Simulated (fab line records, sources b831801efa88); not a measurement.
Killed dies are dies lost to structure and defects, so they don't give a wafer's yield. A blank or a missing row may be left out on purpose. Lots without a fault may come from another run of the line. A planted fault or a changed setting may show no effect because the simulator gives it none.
Problem report in the 8D (eight disciplines) form, filled by code | flow sky130 | the parts of the form that need people (team, actions taken, sign-off) are left out

1. THE PROBLEM
POLY_GATE_CVD_00_THK at SKY_POLY_GATE_THK_MEAS_01 reads a mean of 108.0 nm on 3 wafers of 1 lot; wafers without a fault read 180.1 nm with a standard deviation of 1.5. That is -48 standard deviations from the usual mean.
First seen on wafer L228.1, day 19 08:10, on film_metro-04. The record holds 33 wafers of 11 lots with a number at this step. Rule for "out", or "out of limits": more than 4 standard deviations from the usual mean. The other wafers with a number count as sound.

2. WHAT IT IS AND WHAT IT IS NOT
question                    | is                     | is not
which readings at this step | POLY_GATE_CVD_00_THK   | -
which lots                  | L228                   | L213, L214, L215, L216, L217, L219, L220, L221, L223, L230
which wafers of those lots  | all that have a number | -
read on which gauges        | film_metro-04          | film_metro-02, film_metro-03
when                        | from day 19 08:10      | up to then (27 sound wafers); but 3 sound wafers of L230 came after

3. SUSPECTS, AND WHAT RULES EACH OUT
Counting: a tool at a process step up to the reading stays a suspect if it ran every lot that is out and no sound lot after the first of them.
- the gauge at SKY_POLY_GATE_THK_MEAS_01: ruled out. All the wafers that are out were read on film_metro-04, but those of them that SKY_POLY_GATE_CVD_00 has rows for are out there too, on other tools.
- plasma_asher-03 at SKY_VT_ADJUST_HVTR_STRIP_10 (strips in O2/N2): kept. It ran the lot that is out, L228 (day 14 03:24), and no sound lot after that; its last sound lot up to then is L221 (day 11 21:38).
- lpcvd-01 at SKY_POLY_GATE_CVD_00 (deposits poly-Si, target thk 180 nm, time 720 s): ruled out as a lasting fault. Sound lots L230 ran on it after its first lot that is out, L228 (day 19 06:58).
Left after counting: plasma_asher-03 at SKY_VT_ADJUST_HVTR_STRIP_10.

4. THE CAUSE (what the simulator had put in)
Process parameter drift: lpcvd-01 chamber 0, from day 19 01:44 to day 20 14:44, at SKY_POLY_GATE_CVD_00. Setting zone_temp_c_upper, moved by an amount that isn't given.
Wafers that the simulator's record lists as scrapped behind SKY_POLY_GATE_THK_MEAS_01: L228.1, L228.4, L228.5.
Counting ruled it out, wrongly: the rule takes a fault to strike every lot that its tool runs from its start on, and this one did not.

5. THE CHAIN OF EFFECTS, in route order
Each row: a reading whose mean over the struck wafers that have a number lies more than 3 standard deviations from the usual. Only readings for which the record gives a usual standard deviation are gone through. hours: the time from each lot's start at the first step in this table that gives one to its start at this step, as a median over the lots. sigmas: the change in usual standard deviations.
hours | step                      | reading               | usual    | on struck wafers | change | sigmas
0     | SKY_POLY_GATE_CVD_00      | spike_tc_centre_C     | 621.1 C  | 629.7            | +8.6   | +6.6
0     | SKY_POLY_GATE_CVD_00      | spike_tc_top_C        | 641.0 C  | 653.1            | +12.1  | +4.3
0     | SKY_POLY_GATE_CVD_00      | spike_tc_upper_C      | 619.0 C  | 562.7            | -56.3  | -51
0     | SKY_POLY_GATE_CVD_00      | zone_power_centre_pct | 9.83 %   | 14.85            | +5.02  | +33
0     | SKY_POLY_GATE_CVD_00      | zone_power_top_pct    | 18.5 %   | 23.5             | +5.0   | +5.9
0     | SKY_POLY_GATE_CVD_00      | zone_power_upper_pct  | 8.3 %    | 0.0              | -8.3   | -6.9
1     | SKY_POLY_GATE_THK_MEAS_01 | POLY_GATE_CVD_00_THK  | 180.1 nm | 108.0            | -72.1  | -48
The process steps in it:
- SKY_POLY_GATE_CVD_00: deposits poly-Si, target thk 180 nm, time 720 s.

6. WHAT WOULD HAVE CAUGHT IT SOONER
In this record the first reading out of limits at a measuring or inspecting step was taken at day 19 08:10, 6 hours after the fault began at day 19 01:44.
The tool's own readings at SKY_POLY_GATE_CVD_00 were out on every struck wafer that the step has a row for (spike_tc_centre_C, spike_tc_top_C, spike_tc_upper_C, zone_power_centre_pct, zone_power_top_pct, zone_power_upper_pct): an alarm limit on them would have fired on the first of those.
